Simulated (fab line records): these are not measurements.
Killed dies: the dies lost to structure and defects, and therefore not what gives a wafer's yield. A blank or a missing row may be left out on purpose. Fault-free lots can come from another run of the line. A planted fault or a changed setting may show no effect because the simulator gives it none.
Matching of chambers	flow gf180mcu	GF_V2_ETCH_16 on rie-diel-02: 4 sister chambers
The step etches BARC in N2/H2. 18 wafers are shown with their chamber, then 9 later ones without.

WAFERS, EACH WITH ITS CHAMBER
wafer	chamber	throttle-valve-pct (%)	oes-product-au (a.u.)	bias-w (W)
L078.1	1	13.226	0.852	99.93
L078.3	0	13.223	0.856	100.02
L078.5	2	13.236	0.854	99.89
L081.1	2	13.222	0.866	99.93
L081.3	1	13.222	0.853	99.66
L081.4	0	13.222	0.870	99.95
L085.2	3	13.233	0.855	100.29
L085.3	1	13.223	0.853	100.26
L085.5	3	13.236	0.861	99.40
L087.1	0	13.230	0.852	100.03
L087.5	1	13.221	0.857	99.89
L087.6	0	13.222	0.847	100.21
L089.1	2	13.226	0.860	100.10
L089.5	1	13.206	0.853	99.98
L089.6	0	13.208	0.851	100.36
L091.4	3	13.225	0.851	99.99
L091.5	2	13.232	0.858	99.60
L091.6	3	13.209	0.853	99.76

SIGNATURES (means of the wafers above)
reading	chamber 0	chamber 1	chamber 2	chamber 3	scatter within a chamber
throttle-valve-pct	13.22100	13.21960	13.22900	13.22575	0.00868
oes-product-au	0.85520	0.85360	0.85950	0.85500	0.00574
bias-w	100.1140	99.9440	99.8800	99.8600	0.246
Rule: for a wafer and a chamber, the distance is found by dividing, reading by reading, the gap between the wafer's reading and the chamber's mean by the reading's scatter, squaring, summing and taking the root. If the next closest chamber is less than 2 further off than the closest, the wafer can't be placed; otherwise it belongs to the closest. The scatter: take each reading less its chamber's mean, square it, sum over the shown wafers, divide by the number of wafers less the number of chambers, and take the root.

WAFERS WITHOUT THEIR CHAMBER
wafer	throttle-valve-pct (%)	oes-product-au (a.u.)	bias-w (W)
L094.3	13.221	0.859	100.36
L094.5	13.232	0.852	100.29
L094.6	13.223	0.853	100.05
L096.1	13.227	0.852	99.74
L096.2	13.222	0.849	100.69
L096.5	13.222	0.851	100.03
L097.2	13.225	0.860	99.85
L097.3	13.213	0.851	99.94
L097.5	13.206	0.848	99.56

THE CHAMBER EACH PASSED THROUGH
wafer	from the rows above	in truth
L094.3	can't be placed: 0 or 1 or 2 or 3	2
L094.5	can't be placed: 0 or 3 or 1 or 2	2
L094.6	can't be placed: 0 or 1 or 3 or 2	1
L096.1	can't be placed: 3 or 1 or 2 or 0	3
L096.2	can't be placed: 0 or 1 or 3 or 2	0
L096.5	can't be placed: 1 or 0 or 3 or 2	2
L097.2	can't be placed: 2 or 3 or 1 or 0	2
L097.3	can't be placed: 1 or 0 or 3 or 2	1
L097.5	can't be placed: 1 or 3 or 0 or 2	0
Correct placement for 0 of the 9. Cannot be placed on the basis of these rows: 9; the candidates contain the true chamber in 9. Number placed wrongly: 0.
